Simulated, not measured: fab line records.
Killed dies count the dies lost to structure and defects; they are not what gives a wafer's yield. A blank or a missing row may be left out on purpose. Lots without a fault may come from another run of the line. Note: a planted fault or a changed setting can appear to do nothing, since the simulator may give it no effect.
One fault through the eyes of 2 desks | flow sky130 | each desk holds nothing but its own numbers, with what lay behind them at the end

## THE TOOL OWNER'S DESK: hdpcvd-01
The tool's own readings at SKY_VIA1_HDPCVD_00 (deposits SiO2, target thk 1030 nm, time 171.7 s): means of the sampled wafers that have a number, for each lot that ran on this tool. A lot is out of limits, marked OUT, if its mean lies more than 4 standard deviations from the usual mean; the brackets give that distance.
Columns: A = sih4FlowSccm at SKY_VIA1_HDPCVD_00, usual 59.99 sccm
lot  | first seen here | A
L748 | day 32 18:02    | 60.01
L750 | day 33 15:44    | 59.94
L751 | day 34 02:17    | 60.08
L759 | day 36 17:56    | 59.95
L761 | day 37 07:58    | 60.03
L766 | day 38 19:05    | 50.00 (-53) OUT
L767 | day 38 22:41    | 39.87 (-99 or more) OUT
This desk's finding: out of limits on L766, L767; first on L766, day 38 19:05 (sih4FlowSccm at SKY_VIA1_HDPCVD_00). L748, L750, L751, L759, L761 stayed within limits.

## FROM THE METROLOGY DESK
Lot by lot, what the gauges showed, no matter which tool ran the lot: averages of those sampled wafers that carry a number. A lot is out of limits, marked OUT, if its mean lies more than 4 standard deviations from the usual mean; the brackets give that distance.
Columns: A = VIA1_HDPCVD_THK at SKY_VIA1_THK_MEAS_01, usual 1024 nm; B = cdNm at SKY_VIA1_CD_MEAS_12, usual 149.6 nm; C = METAL2_ALCU_THK at SKY_METAL2_THK_MEAS_06, usual 246.6 nm
lot  | first seen here | A             | B     | C
L748 | day 32 18:10    | 1011          | 148.5 | 247.3
L750 | day 33 15:53    | 1026          | 150.4 | 246.1
L751 | day 34 02:24    | 1022          | 148.4 | 243.6
L752 | day 34 17:40    | 1024          | 150.4 | 248.2
L753 | day 35 01:47    | 1022          | 148.6 | 248.4
L754 | day 35 09:20    | 1006          | 147.9 | 244.4
L756 | day 35 19:19    | 1018          | 150.5 | 248.5
L758 | day 36 15:36    | 1019          | 151.2 | 243.1
L759 | day 36 18:04    | 1020          | 150.0 | 244.9
L761 | day 37 08:04    | 1024          | 151.9 | 243.9
L766 | day 38 19:12    | 850 (-17) OUT | 152.1 | 244.4
L767 | day 38 22:47    | 677 (-35) OUT | 150.2 | 248.4
This desk's result: L766, L767 out of limits, first on L766 (VIA1_HDPCVD_THK at SKY_VIA1_THK_MEAS_01), day 38 19:12. L748, L750, L751, L752, L753, L754, L756, L758, L759, L761 stayed within limits.

## BROUGHT TOGETHER
At day 38 19:05, on L766, L767, the tool owner's desk was in a position to raise an alarm.
L766, L767 would have let the metrology desk raise an alarm at day 38 19:12.
Every lot named ran SKY_VIA1_HDPCVD_00 on hdpcvd-01.

## WHAT THE SIMULATOR PUT IN
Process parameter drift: hdpcvd-01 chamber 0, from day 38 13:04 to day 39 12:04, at SKY_VIA1_HDPCVD_00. Setting sih4FlowSccm shifted by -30 from 60. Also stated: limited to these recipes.
Lots struck among those shown: L766, L767.
Delay (hours) between the fault's onset and each desk's first out-of-limits reading: 6 at the tool owner's desk, 6 at the metrology desk.
